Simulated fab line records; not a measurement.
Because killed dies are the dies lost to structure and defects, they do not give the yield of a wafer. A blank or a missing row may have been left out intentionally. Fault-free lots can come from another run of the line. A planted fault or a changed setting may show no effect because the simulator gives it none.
fab line records    flow sky130
record: lots: 24  wafers: 72  lastDay: 50
route steps=708 shown SONOS_ONO@185 GATE_OXIDE@200 POLY_GATE@231 POLY_CUT@316 VIA2@510 METAL3@565
lots that met no fault: from a run of the same line without faults
startH: hours from the record's first day to the start of the lot's first wafer shown    waitH: how many hours have passed since the lot's step before this one    " the same as in the row above    L1.1+2: one row covering several wafers at once    - either no value or no given start    * or withheld: withheld    < > ~ a bound
route shown NAME@n: names a module that has steps shown in the file, with the first one's number in the route    usual: mean/standard deviation of fault-free wafers    same: alike in all rows    chamber/n: place in a boat    sites: per-site readings    _std_site: the standard deviation of these    _edge_site: outer sites' mean less inner sites'    radiusMm: how far each site lies from the wafer's centre    mask NAME#n: copy n    behind: the tool/chamber that last shaped the wafer    hold: what put the lot on hold/how long, in hours/how the hold closed    device: the n, p or np transistor that did not switch    end of line: the same wafers' tests at the end of the route    step lacking rows: just its recipe    killed: the dies lost at the first sort to structure and to defects; this is not the yield of the wafer    map: dies across one wafer; x = killed, . = not, _ = none there
set.NAME: the setting as run; set.NAME@STEP: as run at that earlier step    model.NAME: the simulator's own value behind a step, which no gauge read
a sample of lots followed through the steps of the route, with each step as a table and each wafer as a row
services: the hour from which a tool's chamber was out of use, counted from the record's first day as startH (under 0 if before that day), plus the number of hours and why
== steps ==
step: SKY_SONOS_ONO_STRIP_17
recipe: chemistry: O2/N2  powerW: 1400  pressureMtorr: 1500  platenTempC: withheld  o2FlowSccm: 3000  n2FlowSccm: 300  overashFraction: 0.5
usual: drypumpMotorCurrentA: 5.6/0.33  oesProductAu: 0.710/0.005  stripTimeToEndpointS: 14.13/0.043
lot.wafer  tool            chamber  startH  waitH  drypumpMotorCurrentA  oesProductAu  rfHoursCounterH  stripTimeToEndpointS
L074.1     plasmaAsher-02  0        285.53  0.0    5.4                   0.713         55               14.10
L074.4     "               1        "       "      6.0                   0.710         -                14.14
L074.6     "               0        "       "      5.4                   0.716         -                14.10
L075.2     plasmaAsher-03  1        288.39  0.0    5.9                   0.701         49               14.16
L075.3     "               0        "       "      5.1                   0.710         -                14.16
L075.6     "               1        "       "      5.9                   0.715         -                14.15
L076.3     plasmaAsher-04  0        297.53  0.0    5.4                   0.711         -                14.11
L076.5     "               0        "       "      5.4                   0.714         -                14.09
L076.6     "               1        "       "      5.9                   0.709         -                14.15
L077.3     plasmaAsher-03  0        315.52  0.0    5.1                   0.703         -                14.13
L077.4     "               1        "       "      5.8                   0.711         -                14.14
L077.5     "               0        "       "      5.1                   0.712         -                14.17
L078.1     plasmaAsher-03  1        327.18  0.0    5.8                   0.706         53               14.13
L078.4     "               0        "       "      5.1                   0.710         -                14.15
L078.6     "               1        "       "      5.8                   0.706         -                14.13
L079.1     plasmaAsher-04  0        327.48  0.0    5.4                   0.712         65               14.13
L079.4     "               1        "       "      5.9                   0.709         -                14.13
L079.6     "               0        "       "      5.4                   0.709         -                14.13
L080.2     plasmaAsher-04  0        336.23  0.0    5.4                   0.702         65               14.13
L080.4     "               0        "       "      5.4                   0.713         -                14.13
L080.6     "               1        "       "      5.9                   0.708         -                14.12
L081.2     plasmaAsher-04  0        336.57  0.0    5.4                   0.709         65               14.07
L081.3     "               1        "       "      5.9                   0.707         -                14.07
L081.5     "               1        "       "      5.9                   0.711         -                14.05
L082.2     plasmaAsher-03  0        347.01  0.0    5.1                   0.709         56               14.18
L082.5     "               0        "       "      5.1                   0.696         -                14.17
L082.6     "               1        "       "      5.9                   0.712         -                14.17
L083.2     plasmaAsher-04  1        363.73  0.0    5.9                   0.709         68               14.11
L083.5     "               1        "       "      5.9                   0.727         -                14.11
L083.6     "               0        "       "      5.4                   0.714         -                14.14
L084.4     plasmaAsher-02  1        364.15  0.0    6.0                   0.714         -                14.09
L084.5     "               0        "       "      5.4                   0.700         -                14.11
L084.6     "               1        "       "      6.0                   0.705         -                14.08
L085.1     plasmaAsher-03  0        373.17  0.0    5.1                   0.707         58               14.11
L085.5     "               0        "       "      5.1                   0.701         -                14.17
L085.6     "               1        "       "      5.9                   0.707         -                14.11
L086.2     plasmaAsher-02  1        377.33  0.0    6.0                   0.708         64               14.19
L086.5     "               1        "       "      6.0                   0.709         -                14.13
L086.6     "               0        "       "      5.4                   0.711         -                14.20
L087.2     plasmaAsher-04  1        380.99  0.0    5.9                   0.706         70               14.13
L087.3     "               1        "       "      5.9                   0.710         -                14.15
L087.4     "               0        "       "      5.4                   0.702         -                14.08
L088.1     plasmaAsher-03  1        389.94  0.0    5.9                   0.709         60               14.22
L088.2     "               0        "       "      5.1                   0.706         60               14.16
L088.3     "               0        "       "      5.1                   0.717         -                14.16
L089.3     plasmaAsher-02  0        397.52  0.0    5.4                   0.716         -                14.05
L089.4     "               1        "       "      6.0                   0.708         -                14.02
L089.5     "               1        "       "      6.1                   0.718         -                14.06
L090.2     plasmaAsher-03  1        405.05  0.0    5.9                   0.702         61               14.11
L090.3     "               1        "       "      5.9                   0.709         -                14.09
L090.5     "               0        "       "      5.1                   0.713         -                14.12
L091.1     plasmaAsher-02  1        410.85  0.0    6.0                   0.700         66               14.19
L091.3     "               1        "       "      6.1                   0.718         -                14.20
L091.6     "               1        "       "      6.0                   0.713         -                14.17
L092.2     plasmaAsher-03  1        423.69  0.0    5.9                   0.705         63               14.19
L092.3     "               1        "       "      5.9                   0.703         -                14.16
L092.4     "               0        "       "      5.1                   0.713         -                14.19
L093.1     plasmaAsher-03  1        428.89  0.0    5.9                   0.713         64               14.14
L093.3     "               0        "       "      5.1                   0.715         -                14.16
L093.5     "               0        "       "      5.1                   0.697         -                14.14
L094.2     plasmaAsher-04  0        436.83  0.0    5.4                   0.705         76               14.22
L094.3     "               1        "       "      5.9                   0.713         -                14.22
L094.5     "               0        "       "      5.4                   0.711         -                14.20
L095.1     plasmaAsher-02  1        450.39  0.0    6.0                   0.718         2                14.12
L095.3     "               0        "       "      5.4                   0.716         -                14.12
L095.6     "               1        "       "      6.0                   0.705         -                14.11
L096.1     plasmaAsher-04  0        453.75  0.0    5.4                   0.710         77               14.08
L096.3     "               0        "       "      5.4                   0.715         -                14.11
L096.4     "               1        "       "      5.9                   0.709         -                14.10
L097.1     plasmaAsher-02  0        457.16  0.0    5.4                   0.710         3                14.04
L097.3     "               0        "       "      5.4                   0.715         -                14.10
L097.4     "               1        "       "      6.0                   0.706         -                14.12
step: SKY_GATE_OXIDE_STRIP_13
recipe: chemistry: O2/N2  powerW: 1400  pressureMtorr: 1500  platenTempC: withheld  o2FlowSccm: 3000  n2FlowSccm: 300  overashFraction: 0.5
usual: drypumpMotorCurrentA: 5.67/0.23  oesProductAu: 0.716/0.0045  stripTimeToEndpointS: 14.21/0.045
lot.wafer  tool            chamber  startH  waitH  drypumpMotorCurrentA  oesProductAu  rfHoursCounterH  stripTimeToEndpointS
L074.1     plasmaAsher-02  0        318.28  0.0    5.41                  0.723         58               14.21
L074.4     "               0        "       "      5.40                  0.723         -                14.13
L074.6     "               0        "       "      5.40                  0.722         -                14.17
L075.2     plasmaAsher-04  0        318.58  0.0    5.43                  0.715         64               14.20
L075.3     "               1        "       "      5.92                  0.718         -                14.21
L075.6     "               0        "       "      5.44                  0.717         -                14.24
L076.3     plasmaAsher-01  0        330.11  0.0    5.55                  0.705         -                14.28
L076.5     "               1        "       "      5.66                  0.724         -                14.30
L076.6     "               0        "       "      5.58                  0.718         -                14.30
L077.3     plasmaAsher-02  0        348.31  0.0    5.42                  0.719         -                14.19
L077.4     "               1        "       "      6.03                  0.725         -                14.23
L077.5     "               1        "       "      6.04                  0.716         -                14.15
L079.1     plasmaAsher-02  1        361.62  0.0    6.04                  0.718         62               14.22
L079.4     "               1        "       "      6.04                  0.711         -                14.24
L079.6     "               0        "       "      5.43                  0.717         -                14.22
L078.1     plasmaAsher-04  0        361.97  0.0    5.43                  0.716         68               14.24
L078.4     "               0        "       "      5.44                  0.714         -                14.24
L078.6     "               1        "       "      5.92                  0.718         -                14.25
L081.2     plasmaAsher-01  0        372.52  0.0    5.57                  0.714         23               14.19
L081.3     "               1        "       "      5.72                  0.710         -                14.14
L081.5     "               1        "       "      5.73                  0.717         -                14.19
L080.2     plasmaAsher-04  0        372.82  0.0    5.41                  0.717         69               14.28
L080.4     "               0        "       "      5.43                  0.713         -                14.25
L080.6     "               0        "       "      5.43                  0.718         -                14.27
L082.2     plasmaAsher-01  0        377.68  0.0    5.56                  0.712         24               14.21
L082.5     "               1        "       "      5.73                  0.723         -                14.18
L082.6     "               0        "       "      5.57                  0.711         -                14.18
L083.2     plasmaAsher-04  1        396.65  0.0    5.92                  0.724         71               14.20
L083.5     "               0        "       "      5.44                  0.716         -                14.18
L083.6     "               1        "       "      5.91                  0.712         -                14.18
L084.4     plasmaAsher-01  0        397.00  0.0    5.53                  0.712         -                14.24
L084.5     "               1        "       "      5.68                  0.712         -                14.23
L084.6     "               0        "       "      5.55                  0.715         -                14.24
L085.1     plasmaAsher-01  1        405.12  0.0    5.75                  0.711         26               14.25
L085.5     "               0        "       "      5.55                  0.719         -                14.27
L085.6     "               1        "       "      5.76                  0.717         -                14.24
L086.2     plasmaAsher-04  1        409.53  0.0    5.90                  0.708         73               14.16
L086.5     "               0        "       "      5.41                  0.723         -                14.18
L086.6     "               1        "       "      5.89                  0.716         -                14.15
L087.2     plasmaAsher-02  1        414.13  0.0    6.02                  0.705         67               14.23
L087.3     "               0        "       "      5.40                  0.715         -                14.28
L087.4     "               1        "       "      6.03                  0.720         -                14.28
L088.1     plasmaAsher-01  1        423.88  0.0    5.73                  0.711         27               14.27
L088.2     "               0        "       "      5.56                  0.723         27               14.26
L088.3     "               0        "       "      5.55                  0.717         -                14.24
L089.3     plasmaAsher-01  1        429.99  0.0    5.70                  0.713         -                14.22
L089.4     "               0        "       "      5.55                  0.724         -                14.25
L089.5     "               0        "       "      5.56                  0.717         -                14.21
L090.2     plasmaAsher-01  1        438.99  0.0    5.72                  0.724         29               14.24
L090.3     "               0        "       "      5.55                  0.714         -                14.26
L090.5     "               0        "       "      5.56                  0.709         -                14.23
L091.1     plasmaAsher-02  0        445.09  0.0    5.42                  0.707         1                14.27
L091.3     "               1        "       "      6.01                  0.716         -                14.23
L091.6     "               1        "       "      6.03                  0.715         -                14.25
L092.2     plasmaAsher-04  1        456.07  0.0    5.91                  0.725         78               14.18
L092.3     "               1        "       "      5.92                  0.718         -                14.17
L092.4     "               0        "       "      5.41                  0.718         -                14.17
L093.1     plasmaAsher-02  1        461.87  0.0    6.02                  0.714         3                14.09
L093.3     "               0        "       "      5.42                  0.723         -                14.17
L093.5     "               0        "       "      5.41                  0.721         -                14.07
L094.2     plasmaAsher-04  1        470.26  0.0    5.91                  0.711         79               14.17
L094.3     "               0        "       "      5.43                  0.712         -                14.18
L094.5     "               1        "       "      5.92                  0.712         -                14.16
L095.1     plasmaAsher-04  1        483.02  0.0    5.93                  0.721         81               14.23
L095.3     "               1        "       "      5.91                  0.724         -                14.20
L095.6     "               0        "       "      5.39                  0.710         -                14.20
L096.1     plasmaAsher-04  1        485.62  0.0    5.92                  0.718         81               14.23
L096.3     "               0        "       "      5.42                  0.714         -                14.26
L096.4     "               1        "       "      5.92                  0.715         -                14.25
L097.1     plasmaAsher-04  0        490.57  0.0    5.42                  0.715         81               14.15
L097.3     "               1        "       "      5.90                  0.713         -                14.23
L097.4     "               0        "       "      5.39                  0.713         -                14.20
step: SKY_POLY_GATE_ETCH_17
recipe: targetDepthNm: 180  stopOn: SiO2  overEtchFrac: 0.56667  chemistry: HBr/Cl2  target: poly-Si  icpW: 400  biasW: 100  pressureMtorr: 10  HBr_flow_sccm: 150  Cl2_flow_sccm: 50  timeS: 70.5
usual: drypumpMotorCurrentA: 5.75/0.26  oesProductAu: 0.985/0.0098  throttleValvePct: 33.685/0.0093
lot.wafer  tool      chamber  startH  waitH  drypumpMotorCurrentA  oesProductAu  rfHoursCounterH  throttleValvePct
L075.2     rieSi-01  3        385.36  0.0    5.66                  0.982         65               33.682
L075.3     "         1        "       "      5.53                  0.989         67               33.677
L075.6     "         2        "       "      6.01                  0.994         -                33.685
L074.1     rieSi-01  1        385.77  0.0    5.53                  0.990         67               33.696
L074.4     "         0        "       "      5.39                  0.996         2                33.698
L074.6     "         0        "       "      5.36                  0.986         -                33.695
L076.3     rieSi-01  2        399.60  0.0    6.04                  0.989         4                33.684
L076.5     "         0        "       "      5.39                  0.981         -                33.681
L076.6     "         3        "       "      5.67                  1.003         -                33.691
L077.3     rieSi-02  2        412.90  0.0    5.83                  0.970         10               33.682
L077.4     "         3        "       "      5.74                  0.997         2                33.676
L077.5     "         0        "       "      5.71                  0.991         -                33.675
L079.1     rieSi-02  1        429.08  0.0    6.27                  0.988         6                33.704
L079.4     "         2        "       "      5.82                  0.978         10               33.682
L079.6     "         1        "       "      6.30                  0.996         -                33.677
L078.1     rieSi-01  1        429.31  0.0    5.54                  1.000         68               33.689
L078.4     "         3        "       "      5.68                  0.980         65               33.665
L078.6     "         0        "       "      5.39                  0.983         -                33.670
L080.2     rieSi-02  2        438.62  0.0    5.80                  0.963         11               33.679
L080.4     "         3        "       "      5.70                  0.991         2                33.693
L080.6     "         2        "       "      5.80                  0.976         -                33.682
L081.2     rieSi-01  3        439.87  0.0    5.68                  0.976         65               33.702
L081.3     "         1        "       "      5.55                  0.994         68               33.684
L081.5     "         0        "       "      5.40                  0.986         -                33.676
L082.2     rieSi-01  0        444.96  0.0    5.40                  1.004         3                33.678
L082.5     "         3        "       "      5.68                  0.981         -                33.681
L082.6     "         2        "       "      6.04                  0.997         -                33.685
L084.4     rieSi-02  3        463.31  0.0    5.74                  0.991         2                33.674
L084.5     "         3        "       "      5.73                  0.987         -                33.677
L084.6     "         0        "       "      5.73                  0.990         -                33.694
L083.2     rieSi-01  2        463.97  0.0    6.04                  0.985         5                33.688
L083.5     "         2        "       "      6.03                  0.985         -                33.712
L083.6     "         0        "       "      5.40                  0.984         -                33.678
L085.1     rieSi-01  0        475.81  0.0    5.38                  0.997         3                33.668
L085.5     "         1        "       "      5.55                  0.976         -                33.701
L085.6     "         2        "       "      6.04                  0.984         -                33.682
L086.2     rieSi-02  0        477.41  0.0    5.72                  0.985         4                33.671
L086.5     "         3        "       "      5.74                  1.006         -                33.684
L086.6     "         0        "       "      5.72                  0.987         -                33.706
L087.2     rieSi-01  0        481.12  0.0    5.38                  1.002         3                33.696
L087.3     "         2        "       "      6.03                  0.987         5                33.681
L087.4     "         1        "       "      5.53                  0.975         -                33.680
L088.1     rieSi-02  2        491.76  0.0    5.82                  0.963         11               33.701
L088.2     "         1        "       "      6.27                  0.984         6                33.709
L088.3     "         0        "       "      5.72                  0.985         4                33.680
L089.3     rieSi-01  2        496.86  0.0    6.03                  0.983         5                33.678
L089.4     "         0        "       "      5.40                  0.990         3                33.687
L089.5     "         2        "       "      6.03                  0.991         -                33.699
L090.2     rieSi-02  2        507.27  0.0    5.81                  0.965         11               33.682
L090.3     "         1        "       "      6.25                  0.978         6                33.685
L090.5     "         3        "       "      5.70                  0.996         -                33.689
L091.1     rieSi-01  1        511.50  0.0    5.52                  0.973         0                33.687
L091.3     "         3        "       "      5.67                  0.974         0                33.683
L091.6     "         1        "       "      5.54                  0.979         -                33.699
L092.2     rieSi-02  0        522.86  0.0    5.70                  0.996         4                33.690
L092.3     "         3        "       "      5.74                  0.992         2                33.676
L092.4     "         2        "       "      5.79                  0.973         11               33.686
L093.1     rieSi-01  2        528.17  0.0    6.03                  0.990         5                33.696
L093.3     "         1        "       "      5.55                  0.984         0                33.692
L093.5     "         2        "       "      6.04                  0.991         -                33.702
L094.2     rieSi-02  1        536.62  0.0    6.31                  0.980         6                33.689
L094.3     "         3        "       "      5.72                  0.988         2                33.687
L094.5     "         3        "       "      5.73                  0.997         -                33.677
L095.1     rieSi-01  0        550.81  0.0    5.40                  0.986         3                33.686
L095.3     "         3        "       "      5.69                  0.972         0                33.684
L095.6     "         3        "       "      5.67                  0.977         -                33.681
L096.1     rieSi-02  3        553.17  0.0    5.75                  0.989         2                33.679
L096.3     "         2        "       "      5.82                  0.969         11               33.690
L096.4     "         0        "       "      5.71                  0.985         4                33.699
L097.1     rieSi-01  1        558.97  0.0    5.52                  0.984         0                33.679
L097.3     "         3        "       "      5.70                  0.977         0                33.670
L097.4     "         2        "       "      6.04                  0.984         5                33.704
step: SKY_POLY_CUT_OVL_MEAS_09
usual: POLY_CUT_OVL: 0/5.3
lot.wafer  tool        chamber  startH  waitH  POLY_CUT_OVL[nm]
L074.1     overlay-02  -        574.71  0.1    2
L074.4     "           -        "       "      2
L074.6     "           -        "       "      -4
L075.2     overlay-01  -        576.56  0.1    -4
L075.3     "           -        "       "      -6
L075.6     "           -        "       "      -10
L076.3     overlay-02  -        587.59  0.1    -6
L076.5     "           -        "       "      2
L076.6     "           -        "       "      -4
L077.3     overlay-02  -        601.76  0.1    -5
L077.4     "           -        "       "      3
L077.5     "           -        "       "      -7
L079.1     overlay-02  -        615.65  0.1    -1
L079.4     "           -        "       "      -6
L079.6     "           -        "       "      5
L078.1     overlay-02  -        617.36  0.1    -3
L078.4     "           -        "       "      -11
L078.6     "           -        "       "      -4
L080.2     overlay-02  -        625.21  0.1    5
L080.4     "           -        "       "      -1
L080.6     "           -        "       "      5
L081.2     overlay-01  -        626.99  0.1    9
L081.3     "           -        "       "      10
L081.5     "           -        "       "      14
L082.2     overlay-01  -        631.41  0.1    -4
L082.5     "           -        "       "      -1
L082.6     "           -        "       "      -9
L084.4     overlay-01  -        648.52  0.1    -7
L084.5     "           -        "       "      1
L084.6     "           -        "       "      -3
L083.2     overlay-02  -        650.19  0.1    5
L083.5     "           -        "       "      10
L083.6     "           -        "       "      5
L085.1     overlay-02  -        660.75  0.1    15
L085.5     "           -        "       "      7
L085.6     "           -        "       "      5
L086.2     overlay-02  -        662.29  0.1    2
L086.5     "           -        "       "      6
L086.6     "           -        "       "      2
L087.2     overlay-02  -        664.54  0.1    4
L087.3     "           -        "       "      3
L087.4     "           -        "       "      -3
L088.1     overlay-02  -        675.53  0.1    -7
L088.2     "           -        "       "      -5
L088.3     "           -        "       "      -9
L089.3     overlay-01  -        678.84  0.1    -2
L089.4     "           -        "       "      -5
L089.5     "           -        "       "      -1
L090.2     overlay-02  -        689.66  0.1    -1
L090.3     "           -        "       "      1
L090.5     "           -        "       "      3
L091.1     overlay-01  -        691.58  0.1    3
L091.3     "           -        "       "      5
L091.6     "           -        "       "      6
L092.2     overlay-01  -        703.89  0.1    5
L092.3     "           -        "       "      -2
L092.4     "           -        "       "      6
L093.1     overlay-01  -        709.30  0.1    1
L093.3     "           -        "       "      3
L093.5     "           -        "       "      -4
L094.2     overlay-02  -        716.29  0.1    -4
L094.3     "           -        "       "      -4
L094.5     "           -        "       "      1
L095.1     overlay-02  -        731.78  0.1    1
L095.3     "           -        "       "      7
L095.6     "           -        "       "      3
L096.1     overlay-02  -        731.82  0.1    -2
L096.3     "           -        "       "      -6
L096.4     "           -        "       "      -5
L097.1     overlay-01  -        739.50  0.1    -5
L097.3     "           -        "       "      1
L097.4     "           -        "       "      -4
step: SKY_VIA2_BOW_MEAS_03
recipe: mode: bow
usual: VIA2_BOW: 88/7.2
lot.wafer  tool          chamber  startH  waitH  VIA2_BOW[um]
L074.1     filmMetro-01  -        836.26  0.1    101
L074.4     "             -        "       "      90
L074.6     "             -        "       "      87
L075.2     filmMetro-01  -        838.83  0.3    88
L075.3     "             -        "       "      81
L075.6     "             -        "       "      81
L076.3     filmMetro-01  -        850.73  0.2    91
L076.5     "             -        "       "      104
L076.6     "             -        "       "      95
L077.3     filmMetro-02  -        861.33  0.3    71
L077.4     "             -        "       "      80
L077.5     "             -        "       "      84
L079.1     filmMetro-02  -        872.17  0.1    96
L079.4     "             -        "       "      90
L079.6     "             -        "       "      79
L078.1     filmMetro-03  -        872.47  0.1    92
L078.4     "             -        "       "      84
L078.6     "             -        "       "      89
L080.2     filmMetro-03  -        879.48  0.1    81
L080.4     "             -        "       "      89
L080.6     "             -        "       "      77
L081.2     filmMetro-01  -        881.42  0.2    96
L081.3     "             -        "       "      98
L081.5     "             -        "       "      82
L082.2     filmMetro-01  -        885.21  0.1    95
L082.5     "             -        "       "      91
L082.6     "             -        "       "      83
L084.4     filmMetro-03  -        898.06  0.2    90
L084.5     "             -        "       "      86
L084.6     "             -        "       "      87
L083.2     filmMetro-01  -        901.44  0.2    80
L083.5     "             -        "       "      97
L083.6     "             -        "       "      78
L085.1     filmMetro-03  -        909.49  0.1    92
L085.5     "             -        "       "      85
L085.6     "             -        "       "      85
L086.2     filmMetro-02  -        911.61  0.2    89
L086.5     "             -        "       "      91
L086.6     "             -        "       "      86
L087.2     filmMetro-01  -        911.93  0.2    95
L087.3     "             -        "       "      94
L087.4     "             -        "       "      96
L088.1     filmMetro-02  -        921.19  0.1    82
L088.2     "             -        "       "      68
L088.3     "             -        "       "      86
L089.3     filmMetro-01  -        927.07  0.1    93
L089.4     "             -        "       "      95
L089.5     "             -        "       "      92
L090.2     filmMetro-02  -        933.51  0.1    79
L090.3     "             -        "       "      86
L090.5     "             -        "       "      88
L091.1     filmMetro-02  -        937.25  0.2    93
L091.3     "             -        "       "      86
L091.6     "             -        "       "      97
L092.2     filmMetro-02  -        948.82  0.2    85
L092.3     "             -        "       "      83
L092.4     "             -        "       "      92
L093.1     filmMetro-03  -        955.10  0.2    92
L093.3     "             -        "       "      102
L093.5     "             -        "       "      97
L094.2     filmMetro-02  -        958.83  0.2    86
L094.3     "             -        "       "      91
L094.5     "             -        "       "      87
L095.1     filmMetro-03  -        973.00  0.1    84
L095.3     "             -        "       "      88
L095.6     "             -        "       "      76
L096.1     filmMetro-01  -        974.16  0.1    93
L096.3     "             -        "       "      95
L096.4     "             -        "       "      81
L097.1     filmMetro-03  -        981.01  0.2    81
L097.3     "             -        "       "      86
L097.4     "             -        "       "      76
step: SKY_METAL3_DESCUM_15
recipe: chemistry: O2  sourcePowerW: 150  biasPowerW: 0  pressureMtorr: 10  tempC: 40  timeS: 8
usual: drypumpMotorCurrentA: 5.7/0.38  oesProductAu: 1.009/0.015
same: biasPowerW: 0
lot.wafer  tool         chamber  startH   waitH  drypumpMotorCurrentA  oesProductAu  rfHoursCounterH
L074.1     rieMetal-03  1        914.22   0.0    5.6                   1.015         5
L074.4     "            0        "        "      5.3                   0.994         -
L074.6     "            1        "        "      5.6                   1.014         -
L075.2     rieMetal-03  1        916.77   0.0    5.6                   1.036         5
L075.3     "            0        "        "      5.3                   0.998         -
L075.6     "            1        "        "      5.6                   1.033         -
L076.3     rieMetal-01  1        928.50   0.0    6.5                   1.002         -
L076.5     "            1        "        "      6.5                   1.011         -
L076.6     "            0        "        "      5.6                   1.013         -
L077.3     rieMetal-03  1        938.55   0.0    5.6                   1.022         -
L077.4     "            0        "        "      5.3                   1.007         -
L077.5     "            1        "        "      5.6                   1.024         -
L078.1     rieMetal-03  1        947.89   0.0    5.6                   1.021         6
L078.4     "            1        "        "      5.6                   1.016         -
L078.6     "            0        "        "      5.3                   1.004         -
L079.1     rieMetal-03  0        948.82   0.0    5.3                   1.006         2
L079.4     "            0        "        "      5.3                   1.006         -
L079.6     "            0        "        "      5.3                   1.010         -
L080.2     rieMetal-01  0        956.29   0.0    5.6                   1.006         10
L080.4     "            1        "        "      6.5                   1.001         -
L080.6     "            0        "        "      5.6                   1.009         -
L081.2     rieMetal-03  0        958.42   0.0    5.3                   0.995         2
L081.3     "            0        "        "      5.3                   0.995         -
L081.5     "            1        "        "      5.6                   1.022         -
L082.2     rieMetal-02  1        961.92   0.0    5.5                   1.005         2
L082.5     "            0        "        "      5.9                   0.983         -
L082.6     "            1        "        "      5.5                   1.013         -
L084.4     rieMetal-03  0        974.20   0.0    5.3                   1.006         -
L084.5     "            1        "        "      5.6                   1.025         -
L084.6     "            0        "        "      5.2                   1.001         -
L083.2     rieMetal-03  1        977.14   0.0    5.6                   1.035         8
L083.5     "            0        "        "      5.3                   1.006         -
L083.6     "            1        "        "      5.6                   1.034         -
L085.1     rieMetal-03  1        984.99   0.0    5.6                   1.047         8
L085.5     "            1        "        "      5.6                   1.029         -
L085.6     "            0        "        "      5.3                   0.997         -
L086.2     rieMetal-02  1        986.04   0.0    5.6                   1.021         3
L086.5     "            0        "        "      5.9                   0.988         -
L086.6     "            1        "        "      5.5                   1.017         -
L087.2     rieMetal-03  1        986.87   0.0    5.6                   1.043         8
L087.3     "            0        "        "      5.3                   1.000         -
L087.4     "            1        "        "      5.6                   1.027         -
L088.1     rieMetal-02  1        996.27   0.0    5.5                   1.030         4
L088.2     "            0        "        "      5.9                   1.000         14
L088.3     "            1        "        "      5.5                   1.014         -
L089.3     rieMetal-03  1        1001.16  0.0    5.6                   1.033         -
L089.4     "            0        "        "      5.3                   1.006         -
L089.5     "            1        "        "      5.6                   1.040         -
L090.2     rieMetal-01  1        1007.54  0.0    6.5                   0.996         18
L090.3     "            0        "        "      5.6                   0.999         -
L090.5     "            0        "        "      5.6                   0.989         -
L091.1     rieMetal-02  0        1011.99  0.0    5.9                   0.991         15
L091.3     "            1        "        "      5.5                   1.021         -
L091.6     "            0        "        "      5.9                   0.996         -
L092.2     rieMetal-01  0        1021.14  0.0    5.7                   1.007         14
L092.3     "            1        "        "      6.5                   1.010         -
L092.4     "            0        "        "      5.6                   1.007         -
L093.1     rieMetal-01  0        1027.62  0.0    5.6                   0.993         14
L093.3     "            1        "        "      6.5                   1.014         -
L093.5     "            0        "        "      5.6                   1.000         -
L094.2     rieMetal-02  1        1032.15  0.0    5.5                   1.027         6
L094.3     "            1        "        "      5.5                   1.030         -
L094.5     "            1        "        "      5.6                   1.031         -
L095.1     rieMetal-01  1        1045.67  0.0    6.5                   1.006         20
L095.3     "            1        "        "      6.6                   1.006         -
L095.6     "            0        "        "      5.6                   0.995         -
L096.1     rieMetal-02  0        1045.85  0.0    5.9                   0.982         17
L096.3     "            1        "        "      5.6                   1.018         -
L096.4     "            0        "        "      5.9                   0.989         -
L097.1     rieMetal-02  0        1051.30  0.0    5.9                   1.002         17
L097.3     "            0        "        "      5.9                   0.986         -
L097.4     "            1        "        "      5.5                   1.017         -
== services ==
tool            chamber  startH  hours  kind
plasmaAsher-04  -        294.56  1.1    repair
rieSi-02        -        308.83  14.6   pm
plasmaAsher-02  -        377.59  6.4    repair
rieMetal-03     1        382.97  1.5    repair
rieSi-02        -        391.72  0.6    repair
rieMetal-03     1        411.40  42.1   repair
plasmaAsher-02  -        421.25  9.0    pm
rieSi-02        3        425.79  1.4    repair
rieMetal-03     -        453.45  1.4    pm
rieSi-01        -        483.19  2.8    pm
rieSi-01        0        506.49  5.0    repair
plasmaAsher-02  -        541.07  0.7    repair
plasmaAsher-02  -        559.16  28.1   pm
rieSi-01        0        577.80  2.0    repair
plasmaAsher-02  -        611.32  0.3    repair
rieSi-01        3        658.61  1.5    repair
rieSi-01        -        660.79  0.3    repair
rieSi-01        2        710.07  1.9    repair
plasmaAsher-04  -        733.75  9.0    pm
plasmaAsher-04  -        795.17  9.1    repair
plasmaAsher-02  -        850.81  1.6    repair
plasmaAsher-02  -        934.73  2.8    pm
rieMetal-03     -        977.28  0.4    repair
rieMetal-03     -        987.98  0.6    repair
== key ==
fault none
